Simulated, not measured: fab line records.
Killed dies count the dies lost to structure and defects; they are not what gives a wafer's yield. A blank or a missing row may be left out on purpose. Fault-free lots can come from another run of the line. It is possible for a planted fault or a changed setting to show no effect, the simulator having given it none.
Which of the tools did it? / flow sky130 / 39 wafers from 13 lots sampled at 5 of the route's 708 steps

== WHAT THE GAUGES READ, wafer by wafer ==
SKY_VT_ADJUST_PCH_OVL_MEAS_07. Usual: for VT_ADJUST_PCH_OVL the level is 0.8 nm and the standard deviation is 1.5.
lot=L194; measured=day 10 07:10; on=overlay-02; VT_ADJUST_PCH_OVL (nm)=-0.6 -0.4 -3.2; flag=
lot=L195; measured=day 10 11:13; on=overlay-01; VT_ADJUST_PCH_OVL (nm)=0.7 -2.5 0.5; flag=
lot=L197; measured=day 11 04:26; on=overlay-01; VT_ADJUST_PCH_OVL (nm)=-0.9 0.5 1.4; flag=
lot=L198; measured=day 11 09:29; on=overlay-01; VT_ADJUST_PCH_OVL (nm)=-2.5 -0.8 -2.1; flag=
lot=L199; measured=day 12 03:34; on=overlay-02; VT_ADJUST_PCH_OVL (nm)=0.7 1.7 1.3; flag=
lot=L200; measured=day 12 13:17; on=overlay-01; VT_ADJUST_PCH_OVL (nm)=1.6 0.5 0.0; flag=
lot=L202; measured=day 13 01:08; on=overlay-01; VT_ADJUST_PCH_OVL (nm)=-0.4 1.2 -0.6; flag=
lot=L204; measured=day 13 23:28; on=overlay-02; VT_ADJUST_PCH_OVL (nm)=2.3 0.9 2.9; flag=
lot=L208; measured=day 14 22:34; on=overlay-02; VT_ADJUST_PCH_OVL (nm)=1.1 1.3 0.8; flag=
lot=L209; measured=day 15 07:55; on=overlay-02; VT_ADJUST_PCH_OVL (nm)=0.8 1.1 1.6; flag=
lot=L213; measured=day 16 17:22; on=overlay-01; VT_ADJUST_PCH_OVL (nm)=-0.4 -1.3 -0.8; flag=
lot=L216; measured=day 17 08:17; on=overlay-02; VT_ADJUST_PCH_OVL (nm)=2.8 3.6 3.2; flag=
lot=L217; measured=day 17 18:13; on=overlay-02; VT_ADJUST_PCH_OVL (nm)=-1.2 -0.4 0.8; flag=

SKY_CONTACT_OVL_MEAS_15. Usual: for CONTACT_OVL the level is -3 nm and the standard deviation is 4.8.
lot=L194; measured=day 31 11:59; on=overlay-02; CONTACT_OVL (nm)=-2 11 5; flag=
lot=L195; measured=day 31 13:54; on=overlay-01; CONTACT_OVL (nm)=-2 -7 -6; flag=
lot=L197; measured=day 32 12:14; on=overlay-02; CONTACT_OVL (nm)=2 -4 -5; flag=
lot=L198; measured=day 32 13:11; on=overlay-02; CONTACT_OVL (nm)=-6 2 1; flag=
lot=L199; measured=day 33 14:54; on=overlay-02; CONTACT_OVL (nm)=2 -1 0; flag=
lot=L200; measured=day 33 20:51; on=overlay-02; CONTACT_OVL (nm)=-1 -6 0; flag=
lot=L202; measured=day 34 09:48; on=overlay-01; CONTACT_OVL (nm)=-13 -3 -8; flag=
lot=L204; measured=day 35 08:02; on=overlay-02; CONTACT_OVL (nm)=-4 -3 -10; flag=
lot=L208; measured=day 36 06:20; on=overlay-01; CONTACT_OVL (nm)=-7 -3 -8; flag=
lot=L209; measured=day 36 14:23; on=overlay-02; CONTACT_OVL (nm)=-6 -2 -7; flag=
lot=L213; measured=day 37 23:26; on=overlay-01; CONTACT_OVL (nm)=1 6 0; flag=
lot=L216; measured=day 38 10:14; on=overlay-01; CONTACT_OVL (nm)=-10 4 -5; flag=
lot=L217; measured=day 38 23:02; on=overlay-02; CONTACT_OVL (nm)=-7 -2 -8; flag=

SKY_METAL1_RS_MEAS_05: the measuring method here is four-point-probe. Usual: for METAL1_ALCU_RS the level is 0.1270 ohm/sq and the standard deviation is 0.0012.
lot=L194; measured=day 31 13:32; on=film metro-04; METAL1_ALCU_RS (ohm/sq)=0.1262 0.1267 0.1272; flag=
lot=L195; measured=day 31 15:29; on=film metro-03; METAL1_ALCU_RS (ohm/sq)=0.1274 0.1284 0.1275; flag=
lot=L197; measured=day 32 13:49; on=film metro-03; METAL1_ALCU_RS (ohm/sq)=0.1285 0.1284 0.1286; flag=
lot=L198; measured=day 32 14:48; on=film metro-04; METAL1_ALCU_RS (ohm/sq)=0.1285 0.1275 0.1269; flag=
lot=L199; measured=day 33 16:28; on=film metro-04; METAL1_ALCU_RS (ohm/sq)=0.1269 0.1269 0.1273; flag=
lot=L200; measured=day 33 22:25; on=film metro-04; METAL1_ALCU_RS (ohm/sq)=0.1284 0.1284 0.1281; flag=
lot=L202; measured=day 34 11:22; on=film metro-02; METAL1_ALCU_RS (ohm/sq)=0.1298 0.1279 0.1283; flag=
lot=L204; measured=day 35 09:35; on=film metro-04; METAL1_ALCU_RS (ohm/sq)=0.1273 0.1255 0.1279; flag=
lot=L208; measured=day 36 07:58; on=film metro-02; METAL1_ALCU_RS (ohm/sq)=0.1258 0.1276 0.1250; flag=
lot=L209; measured=day 36 16:22; on=film metro-03; METAL1_ALCU_RS (ohm/sq)=0.1292 0.1287 0.1293; flag=
lot=L213; measured=day 38 00:59; on=film metro-04; METAL1_ALCU_RS (ohm/sq)=0.1252 0.1264 0.1260; flag=
lot=L216; measured=day 38 11:52; on=film metro-04; METAL1_ALCU_RS (ohm/sq)=0.1268 0.1262 0.1262; flag=
lot=L217; measured=day 39 00:37; on=film metro-02; METAL1_ALCU_RS (ohm/sq)=0.1263 0.1269 0.1285; flag=

== WHAT TOOL EACH LOT RAN ON (gives the tool, then ch and the chambers of the sampled wafers, and finally the start) ==
lot=L194; SKY_VT_ADJUST_HVTR_COAT_02=litho track-02 ch 0, day 8 23:37; SKY_VT_ADJUST_HVTR_STRIP_10=plasma asher-04 ch 1, day 9 09:38
lot=L195; SKY_VT_ADJUST_HVTR_COAT_02=litho track-02 ch 0, day 9 02:34; SKY_VT_ADJUST_HVTR_STRIP_10=plasma asher-04 ch 0,1, day 9 13:15
lot=L197; SKY_VT_ADJUST_HVTR_COAT_02=litho track-04 ch 0, day 9 17:22; SKY_VT_ADJUST_HVTR_STRIP_10=plasma asher-03 ch 0,1, day 10 04:59
lot=L198; SKY_VT_ADJUST_HVTR_COAT_02=litho track-04 ch 0, day 9 23:46; SKY_VT_ADJUST_HVTR_STRIP_10=plasma asher-03 ch 0,1, day 10 10:50
lot=L199; SKY_VT_ADJUST_HVTR_COAT_02=litho track-03 ch 0, day 10 15:57; SKY_VT_ADJUST_HVTR_STRIP_10=plasma asher-04 ch 0,1, day 11 04:23
lot=L200; SKY_VT_ADJUST_HVTR_COAT_02=litho track-02 ch 0, day 11 01:50; SKY_VT_ADJUST_HVTR_STRIP_10=plasma asher-01 ch 0, day 11 13:05
lot=L202; SKY_VT_ADJUST_HVTR_COAT_02=litho track-02 ch 0, day 11 12:02; SKY_VT_ADJUST_HVTR_STRIP_10=plasma asher-03 ch 0,1, day 12 00:41
lot=L204; SKY_VT_ADJUST_HVTR_COAT_02=litho track-02 ch 0, day 12 08:55; SKY_VT_ADJUST_HVTR_STRIP_10=plasma asher-01 ch 1, day 12 22:05
lot=L208; SKY_VT_ADJUST_HVTR_COAT_02=litho track-02 ch 0, day 13 07:34; SKY_VT_ADJUST_HVTR_STRIP_10=plasma asher-03 ch 0,1, day 13 20:05
lot=L209; SKY_VT_ADJUST_HVTR_COAT_02=litho track-02 ch 0, day 13 15:25; SKY_VT_ADJUST_HVTR_STRIP_10=plasma asher-04 ch 0, day 14 04:59
lot=L213; SKY_VT_ADJUST_HVTR_COAT_02=litho track-03 ch 0, day 14 22:52; SKY_VT_ADJUST_HVTR_STRIP_10=plasma asher-04 ch 0,1, day 15 13:29
lot=L216; SKY_VT_ADJUST_HVTR_COAT_02=litho track-03 ch 0, day 15 13:23; SKY_VT_ADJUST_HVTR_STRIP_10=plasma asher-03 ch 0,1, day 16 03:14
lot=L217; SKY_VT_ADJUST_HVTR_COAT_02=litho track-03 ch 0, day 15 22:59; SKY_VT_ADJUST_HVTR_STRIP_10=plasma asher-03 ch 0,1, day 16 13:20
- SKY_VT_ADJUST_HVTR_COAT_02: resist thk 1140 nm.
- SKY_VT_ADJUST_HVTR_STRIP_10: strips in O2/N2.

== AS READ BY THE TOOLS THEMSELVES (means over the sampled wafers that have a number; for cases with no such wafer, the mark the record gives instead) ==
SKY_VT_ADJUST_HVTR_COAT_02. Usual: spin speed rpm reads 3000.3 rpm (standard deviation 1.8).
lot=L194; tool=litho track-02; spin speed rpm (rpm)=2998.1; flag=
lot=L195; tool=litho track-02; spin speed rpm (rpm)=3000.6; flag=
lot=L197; tool=litho track-04; spin speed rpm (rpm)=3002.6; flag=
lot=L198; tool=litho track-04; spin speed rpm (rpm)=2999.7; flag=
lot=L199; tool=litho track-03; spin speed rpm (rpm)=3001.1; flag=
lot=L200; tool=litho track-02; spin speed rpm (rpm)=3001.2; flag=
lot=L202; tool=litho track-02; spin speed rpm (rpm)=3000.1; flag=
lot=L204; tool=litho track-02; spin speed rpm (rpm)=2998.9; flag=
lot=L208; tool=litho track-02; spin speed rpm (rpm)=2874.5; flag=OFF
lot=L209; tool=litho track-02; spin speed rpm (rpm)=2873.6; flag=OFF
lot=L213; tool=litho track-03; spin speed rpm (rpm)=2999.1; flag=
lot=L216; tool=litho track-03; spin speed rpm (rpm)=3001.3; flag=
lot=L217; tool=litho track-03; spin speed rpm (rpm)=3000.5; flag=

SKY_VT_ADJUST_HVTR_STRIP_10. Usual: drypump motor current A 6.0 A, standard deviation 0.35; oes product au 0.716 a.u., standard deviation 0.0044; strip time to endpoint s 14.19 s, standard deviation 0.045.
lot=L194; tool=plasma asher-04; drypump motor current A (A)=6.0; oes product au (a.u.)=0.722; strip time to endpoint s (s)=14.18; flag=
lot=L195; tool=plasma asher-04; drypump motor current A (A)=5.7; oes product au (a.u.)=0.717; strip time to endpoint s (s)=14.19; flag=
lot=L197; tool=plasma asher-03; drypump motor current A (A)=6.2; oes product au (a.u.)=0.714; strip time to endpoint s (s)=14.12; flag=
lot=L198; tool=plasma asher-03; drypump motor current A (A)=6.1; oes product au (a.u.)=0.716; strip time to endpoint s (s)=14.23; flag=
lot=L199; tool=plasma asher-04; drypump motor current A (A)=5.9; oes product au (a.u.)=0.717; strip time to endpoint s (s)=14.20; flag=
lot=L200; tool=plasma asher-01; drypump motor current A (A)=5.4; oes product au (a.u.)=0.715; strip time to endpoint s (s)=14.21; flag=
lot=L202; tool=plasma asher-03; drypump motor current A (A)=6.3; oes product au (a.u.)=0.713; strip time to endpoint s (s)=14.20; flag=
lot=L204; tool=plasma asher-01; drypump motor current A (A)=6.6; oes product au (a.u.)=0.715; strip time to endpoint s (s)=14.25; flag=
lot=L208; tool=plasma asher-03; drypump motor current A (A)=6.2; oes product au (a.u.)=0.719; strip time to endpoint s (s)=14.51; flag=OFF
lot=L209; tool=plasma asher-04; drypump motor current A (A)=5.6; oes product au (a.u.)=0.718; strip time to endpoint s (s)=14.36; flag=OFF
lot=L213; tool=plasma asher-04; drypump motor current A (A)=5.7; oes product au (a.u.)=0.710; strip time to endpoint s (s)=14.19; flag=
lot=L216; tool=plasma asher-03; drypump motor current A (A)=6.1; oes product au (a.u.)=0.715; strip time to endpoint s (s)=14.14; flag=
lot=L217; tool=plasma asher-03; drypump motor current A (A)=6.2; oes product au (a.u.)=0.718; strip time to endpoint s (s)=14.17; flag=

== THE ANSWER, worked out from the rows above alone ==
Rule: a lot is off if the mean of its wafers that have a number lies more than 3 standard deviations from the usual mean. Also off: a lot with no number at a reading for which 4 or more lots have one. The other lots that the step has rows for count as sound. First the gauges in route order, then the tools' own readings, where a lot's mean is used as printed above. The first step at which some lot is off is used, and at that step the reading that is off furthest; a lot without a number counts as furthest.
Off: L208, L209 (SKY_VT_ADJUST_HVTR_COAT_02, spin speed rpm).
If a tool, at that step or one of the process steps before it, ran each lot that is off and ran no sound lot following the first of them, it fits. One fits: SKY_VT_ADJUST_HVTR_COAT_02 on litho track-02. A fault onset in the window from L204 (day 12 08:55, its last sound lot) to L208 (day 13 07:34, its first lot off) fits.
On the lots that are off, the tool's own readings at SKY_VT_ADJUST_HVTR_COAT_02 differ by more than 5 times the standard deviation of the sound lots' means, which bears it out; spin speed rpm reads 2874.1 rpm there versus 3000.3 rpm on the sound lots.

== WHAT THE SIMULATOR HAD PUT IN ==
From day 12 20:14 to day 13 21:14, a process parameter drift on litho track-02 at SKY_VT_ADJUST_HVTR_COAT_02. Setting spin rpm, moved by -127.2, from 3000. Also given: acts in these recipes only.
Lots struck among those shown: L208, L209. The rule given above showed the same thing.
